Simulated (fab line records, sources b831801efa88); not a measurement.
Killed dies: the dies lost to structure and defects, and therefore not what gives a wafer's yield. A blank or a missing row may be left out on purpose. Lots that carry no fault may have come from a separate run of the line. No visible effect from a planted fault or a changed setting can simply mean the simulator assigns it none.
Which tool did it? / flow sky130 / Sampling: 13 lots, 39 wafers, 5 of 708 route steps

## WHAT THE GAUGES SHOWED, per wafer
Not one reading of a measure or inspect step in the record can be checked against a usual standard deviation.

## WHICH TOOL RAN EACH LOT (tool, then ch and the chambers of the sampled wafers, then the start)
lot=L786; SKY_CAP2M_CLEAN_16=wet bench-04 ch 0, day 40 10:16; SKY_METAL5_SPUTTER_00=pvd sputter-04, day 42 11:40; SKY_METAL5_SPUTTER_01=pvd sputter-04, day 42 11:41; SKY_PASSIVATION_CVD_00=pecvd-01 ch 0,1, day 43 11:47; SKY_PAD_OPEN_PROBE_99=prober-02, day 45 08:15
lot=L791; SKY_CAP2M_CLEAN_16=wet bench-02 ch 0, day 45 01:34; SKY_METAL5_SPUTTER_00=pvd sputter-03, day 46 22:08; SKY_METAL5_SPUTTER_01=pvd sputter-03, day 46 22:10; SKY_PASSIVATION_CVD_00=pecvd-02 ch 0,1, day 47 19:04; SKY_PAD_OPEN_PROBE_99=prober-01, day 49 13:55
lot=L792; SKY_CAP2M_CLEAN_16=wet bench-02 ch 3, day 45 03:25; SKY_METAL5_SPUTTER_00=pvd sputter-03, day 46 23:52; SKY_METAL5_SPUTTER_01=pvd sputter-03, day 46 23:54; SKY_PASSIVATION_CVD_00=pecvd-01 ch 1,2, day 47 20:27; SKY_PAD_OPEN_PROBE_99=prober-02, day 49 16:12
lot=L796; SKY_CAP2M_CLEAN_16=wet bench-02 ch 1, day 45 03:43; SKY_METAL5_SPUTTER_00=pvd sputter-03, day 47 00:20; SKY_METAL5_SPUTTER_01=pvd sputter-03, day 47 00:22; SKY_PASSIVATION_CVD_00=pecvd-01 ch 1,2, day 47 21:23; SKY_PAD_OPEN_PROBE_99=prober-01, day 49 16:58
lot=L795; SKY_CAP2M_CLEAN_16=wet bench-04 ch 2, day 45 03:46; SKY_METAL5_SPUTTER_00=pvd sputter-04, day 47 00:01; SKY_METAL5_SPUTTER_01=pvd sputter-04, day 47 00:02; SKY_PASSIVATION_CVD_00=pecvd-02 ch 0,1,2, day 47 21:21; SKY_PAD_OPEN_PROBE_99=prober-01, day 49 16:15
lot=L799; SKY_CAP2M_CLEAN_16=wet bench-04 ch 3, day 45 06:52; SKY_METAL5_SPUTTER_00=pvd sputter-03, day 47 04:01; SKY_METAL5_SPUTTER_01=pvd sputter-03, day 47 04:02; SKY_PASSIVATION_CVD_00=pecvd-01 ch 0,2, day 48 00:13; SKY_PAD_OPEN_PROBE_99=prober-02, day 49 19:18
lot=L798; SKY_CAP2M_CLEAN_16=wet bench-03 ch 2, day 45 08:30; SKY_METAL5_SPUTTER_00=pvd sputter-04, day 47 05:16; SKY_METAL5_SPUTTER_01=pvd sputter-04, day 47 05:17; SKY_PASSIVATION_CVD_00=pecvd-02 ch 0,1,2, day 48 02:45; SKY_PAD_OPEN_PROBE_99=prober-02, day 49 20:57
lot=L801; SKY_CAP2M_CLEAN_16=wet bench-02 ch 3, day 45 09:34; SKY_METAL5_SPUTTER_00=pvd sputter-01, day 47 05:11; SKY_METAL5_SPUTTER_01=pvd sputter-01, day 47 05:13; SKY_PASSIVATION_CVD_00=pecvd-03 ch 0,1, day 48 02:22; SKY_PAD_OPEN_PROBE_99=prober-01, day 49 20:34
lot=L803; SKY_CAP2M_CLEAN_16=wet bench-03 ch 3, day 45 12:11; SKY_METAL5_SPUTTER_00=pvd sputter-01, day 47 08:52; SKY_METAL5_SPUTTER_01=pvd sputter-01, day 47 08:53; SKY_PASSIVATION_CVD_00=pecvd-02 ch 0,1, day 48 05:58; SKY_PAD_OPEN_PROBE_99=prober-01, day 50 01:04
lot=L804; SKY_CAP2M_CLEAN_16=wet bench-04 ch 0, day 45 18:09; SKY_METAL5_SPUTTER_00=pvd sputter-04, day 47 13:55; SKY_METAL5_SPUTTER_01=pvd sputter-04, day 47 13:56; SKY_PASSIVATION_CVD_00=pecvd-03 ch 0,2, day 48 10:55; SKY_PAD_OPEN_PROBE_99=prober-02, day 50 04:29
lot=L805; SKY_CAP2M_CLEAN_16=wet bench-04 ch 1, day 45 20:14; SKY_METAL5_SPUTTER_00=pvd sputter-03, day 47 14:49; SKY_METAL5_SPUTTER_01=pvd sputter-03, day 47 14:50; SKY_PASSIVATION_CVD_00=pecvd-01 ch 0,1,2, day 48 12:47; SKY_PAD_OPEN_PROBE_99=prober-01, day 50 05:49
lot=L806; SKY_CAP2M_CLEAN_16=wet bench-03 ch 2, day 45 22:02; SKY_METAL5_SPUTTER_00=pvd sputter-04, day 47 17:19; SKY_METAL5_SPUTTER_01=pvd sputter-04, day 47 17:20; SKY_PASSIVATION_CVD_00=pecvd-01 ch 0,1, day 48 13:47; SKY_PAD_OPEN_PROBE_99=prober-02, day 50 07:14
lot=L807; SKY_CAP2M_CLEAN_16=wet bench-03 ch 3, day 46 04:59; SKY_METAL5_SPUTTER_00=pvd sputter-03, day 48 00:16; SKY_METAL5_SPUTTER_01=pvd sputter-03, day 48 00:17; SKY_PASSIVATION_CVD_00=pecvd-02 ch 0,2, day 48 21:52; SKY_PAD_OPEN_PROBE_99=prober-01, day 50 13:04
- SKY_CAP2M_CLEAN_16: cleans in IPA, time 180 s.
- SKY_METAL5_SPUTTER_00: material Ti, target thk 15 nm, time 10 s.
- SKY_METAL5_SPUTTER_01: material TiN, target thk 20 nm, time 16.7 s.
- SKY_PASSIVATION_CVD_00: deposits SiO2, target thk 90 nm.
- SKY_PAD_OPEN_PROBE_99

## AS READ BY THE TOOLS THEMSELVES (means over the sampled wafers that have a number; for cases with no such wafer, the mark the record gives instead)
SKY_METAL5_SPUTTER_00.
lot=L786; tool=pvd sputter-04; throttle valve pct (%)=29.6
lot=L791; tool=pvd sputter-03; throttle valve pct (%)=31.6
lot=L792; tool=pvd sputter-03; throttle valve pct (%)=30.9
lot=L796; tool=pvd sputter-03; throttle valve pct (%)=31.0
lot=L795; tool=pvd sputter-04; throttle valve pct (%)=29.6
lot=L799; tool=pvd sputter-03; throttle valve pct (%)=31.0
lot=L798; tool=pvd sputter-04; throttle valve pct (%)=29.1
lot=L801; tool=pvd sputter-01; throttle valve pct (%)=29.5
lot=L803; tool=pvd sputter-01; throttle valve pct (%)=28.7
lot=L804; tool=pvd sputter-04; throttle valve pct (%)=29.4
lot=L805; tool=pvd sputter-03; throttle valve pct (%)=30.9
lot=L806; tool=pvd sputter-04; throttle valve pct (%)=30.1
lot=L807; tool=pvd sputter-03; throttle valve pct (%)=31.0

SKY_METAL5_SPUTTER_01.
lot=L786; tool=pvd sputter-04; throttle valve pct (%)=29.7
lot=L791; tool=pvd sputter-03; throttle valve pct (%)=31.6
lot=L792; tool=pvd sputter-03; throttle valve pct (%)=31.0
lot=L796; tool=pvd sputter-03; throttle valve pct (%)=30.9
lot=L795; tool=pvd sputter-04; throttle valve pct (%)=29.8
lot=L799; tool=pvd sputter-03; throttle valve pct (%)=30.9
lot=L798; tool=pvd sputter-04; throttle valve pct (%)=29.1
lot=L801; tool=pvd sputter-01; throttle valve pct (%)=29.5
lot=L803; tool=pvd sputter-01; throttle valve pct (%)=28.9
lot=L804; tool=pvd sputter-04; throttle valve pct (%)=29.6
lot=L805; tool=pvd sputter-03; throttle valve pct (%)=30.9
lot=L806; tool=pvd sputter-04; throttle valve pct (%)=30.2
lot=L807; tool=pvd sputter-03; throttle valve pct (%)=30.9

SKY_PASSIVATION_CVD_00.
lot=L786; tool=pecvd-01; heater power w (W)=708
lot=L791; tool=pecvd-02; heater power w (W)=536
lot=L792; tool=pecvd-01; heater power w (W)=693
lot=L796; tool=pecvd-01; heater power w (W)=660
lot=L795; tool=pecvd-02; heater power w (W)=598
lot=L799; tool=pecvd-01; heater power w (W)=806
lot=L798; tool=pecvd-02; heater power w (W)=613
lot=L801; tool=pecvd-03; heater power w (W)=611
lot=L803; tool=pecvd-02; heater power w (W)=631
lot=L804; tool=pecvd-03; heater power w (W)=668
lot=L805; tool=pecvd-01; heater power w (W)=708
lot=L806; tool=pecvd-01; heater power w (W)=762
lot=L807; tool=pecvd-02; heater power w (W)=643

SKY_PAD_OPEN_PROBE_99.
lot=L786; tool=prober-02; defect limited yield (%)=83.1; killed_at_M0_to_M3=46; killed_at_M4_up=2.3; killed at contacts=22; killed at front end=12; killed at other=0.7; killed dies=83; killed open=45; killed short=38; sort_bin_3_pad_short (%)=0.9; sort_bin_5_function (%)=8.9; sort_bin_6_memory (%)=7.1; sort_bin_8_speed (%)=0.00; sort n pass=409; sort yield pct (%)=83.1
lot=L791; tool=prober-01; defect limited yield (%)=82.3; killed_at_M0_to_M3=41; killed_at_M4_up=3.7; killed at contacts=28; killed at front end=15; killed at other=0.3; killed dies=87; killed open=48; killed short=39; sort_bin_3_pad_short (%)=0.8; sort_bin_5_function (%)=11.2; sort_bin_6_memory (%)=5.7; sort_bin_8_speed (%)=0.00; sort n pass=405; sort yield pct (%)=82.3
lot=L792; tool=prober-02; defect limited yield (%)=85.2; killed_at_M0_to_M3=33; killed_at_M4_up=3.0; killed at contacts=19; killed at front end=18; killed at other=0.0; killed dies=73; killed open=37; killed short=36; sort_bin_3_pad_short (%)=0.9; sort_bin_5_function (%)=7.2; sort_bin_6_memory (%)=6.6; sort_bin_8_speed (%)=0.07; sort n pass=419; sort yield pct (%)=85.2
lot=L796; tool=prober-01; defect limited yield (%)=81.4; killed_at_M0_to_M3=43; killed_at_M4_up=2.7; killed at contacts=21; killed at front end=15; killed at other=10.3; killed dies=92; killed open=45; killed short=37; sort_bin_3_pad_short (%)=1.1; sort_bin_5_function (%)=11.6; sort_bin_6_memory (%)=6.0; sort_bin_8_speed (%)=0.00; sort n pass=400; sort yield pct (%)=81.4
lot=L795; tool=prober-01; defect limited yield (%)=83.5; killed_at_M0_to_M3=37; killed_at_M4_up=2.0; killed at contacts=30; killed at front end=12; killed at other=0.0; killed dies=81; killed open=48; killed short=33; sort_bin_3_pad_short (%)=0.7; sort_bin_5_function (%)=10.0; sort_bin_6_memory (%)=5.9; sort_bin_8_speed (%)=0.00; sort n pass=411; sort yield pct (%)=83.5
lot=L799; tool=prober-02; defect limited yield (%)=82.1; killed_at_M0_to_M3=47; killed_at_M4_up=2.3; killed at contacts=25; killed at front end=12; killed at other=1.0; killed dies=88; killed open=54; killed short=34; sort_bin_3_pad_short (%)=0.9; sort_bin_5_function (%)=10.0; sort_bin_6_memory (%)=7.0; sort_bin_8_speed (%)=0.00; sort n pass=404; sort yield pct (%)=82.1
lot=L798; tool=prober-02; defect limited yield (%)=82.5; killed_at_M0_to_M3=46; killed_at_M4_up=3.7; killed at contacts=22; killed at front end=14; killed at other=0.0; killed dies=86; killed open=49; killed short=37; sort_bin_3_pad_short (%)=0.9; sort_bin_5_function (%)=10.6; sort_bin_6_memory (%)=5.9; sort_bin_8_speed (%)=0.00; sort n pass=406; sort yield pct (%)=82.5
lot=L801; tool=prober-01; defect limited yield (%)=81.0; killed_at_M0_to_M3=46; killed_at_M4_up=2.0; killed at contacts=29; killed at front end=16; killed at other=0.3; killed dies=94; killed open=50; killed short=44; sort_bin_3_pad_short (%)=0.5; sort_bin_5_function (%)=11.0; sort_bin_6_memory (%)=7.6; sort_bin_8_speed (%)=0.00; sort n pass=398; sort yield pct (%)=81.0
lot=L803; tool=prober-01; defect limited yield (%)=80.9; killed_at_M0_to_M3=48; killed_at_M4_up=3.3; killed at contacts=26; killed at front end=17; killed at other=0.0; killed dies=94; killed open=53; killed short=41; sort_bin_3_pad_short (%)=0.7; sort_bin_5_function (%)=11.1; sort_bin_6_memory (%)=7.4; sort_bin_8_speed (%)=0.00; sort n pass=398; sort yield pct (%)=80.9
lot=L804; tool=prober-02; defect limited yield (%)=83.5; killed_at_M0_to_M3=42; killed_at_M4_up=5.3; killed at contacts=23; killed at front end=11; killed at other=0.0; killed dies=81; killed open=46; killed short=35; sort_bin_3_pad_short (%)=1.0; sort_bin_5_function (%)=10.3; sort_bin_6_memory (%)=5.2; sort_bin_8_speed (%)=0.00; sort n pass=411; sort yield pct (%)=83.5
lot=L805; tool=prober-01; defect limited yield (%)=83.9; killed_at_M0_to_M3=38; killed_at_M4_up=3.0; killed at contacts=27; killed at front end=12; killed at other=0.0; killed dies=79; killed open=43; killed short=36; sort_bin_3_pad_short (%)=0.7; sort_bin_5_function (%)=8.9; sort_bin_6_memory (%)=6.5; sort_bin_8_speed (%)=0.00; sort n pass=413; sort yield pct (%)=83.9
lot=L806; tool=prober-02; defect limited yield (%)=82.5; killed_at_M0_to_M3=49; killed_at_M4_up=8.0; killed at contacts=19; killed at front end=9; killed at other=0.0; killed dies=86; killed open=50; killed short=36; sort_bin_3_pad_short (%)=0.5; sort_bin_5_function (%)=11.9; sort_bin_6_memory (%)=5.1; sort_bin_8_speed (%)=0.00; sort n pass=406; sort yield pct (%)=82.5
lot=L807; tool=prober-01; defect limited yield (%)=82.5; killed_at_M0_to_M3=43; killed_at_M4_up=3.3; killed at contacts=22; killed at front end=16; killed at other=0.7; killed dies=86; killed open=51; killed short=35; sort_bin_3_pad_short (%)=0.6; sort_bin_5_function (%)=10.8; sort_bin_6_memory (%)=6.1; sort_bin_8_speed (%)=0.00; sort n pass=406; sort yield pct (%)=82.5

## THE ANSWER, worked out from the rows above alone
Rule: what is usual is taken from the lots themselves. The widest of any qualifying gaps counts: lots, ordered by their means at a reading, are off when they make up no more than a third of the lots, leave a main group of 4 or more, and stand apart from it by 3 or more times the standard deviation of that group's means. The tables above print the reading to a certain number of digits; a main group whose means all agree to those digits is not used. A lot without any number at a reading at which 4 lots or more have one is off too. Where the step has rows for the other lots, those lots are counted as sound. The gauges are gone through in route order, then the tools' own readings, and for those a lot's mean is taken as printed above. At the first step where some lot is off, the reading lying furthest off is the one used; lots without a number count as furthest.
Off, at SKY_PAD_OPEN_PROBE_99 on killed at other: L796. The main group: mean 0.2, standard deviation 0.34.
A tool fits if, at that step or a process step before it, it ran every lot that is off, and no sound lot after the first of them. Not one of the candidates tried fits.

## WHAT THE SIMULATOR HAD PUT IN
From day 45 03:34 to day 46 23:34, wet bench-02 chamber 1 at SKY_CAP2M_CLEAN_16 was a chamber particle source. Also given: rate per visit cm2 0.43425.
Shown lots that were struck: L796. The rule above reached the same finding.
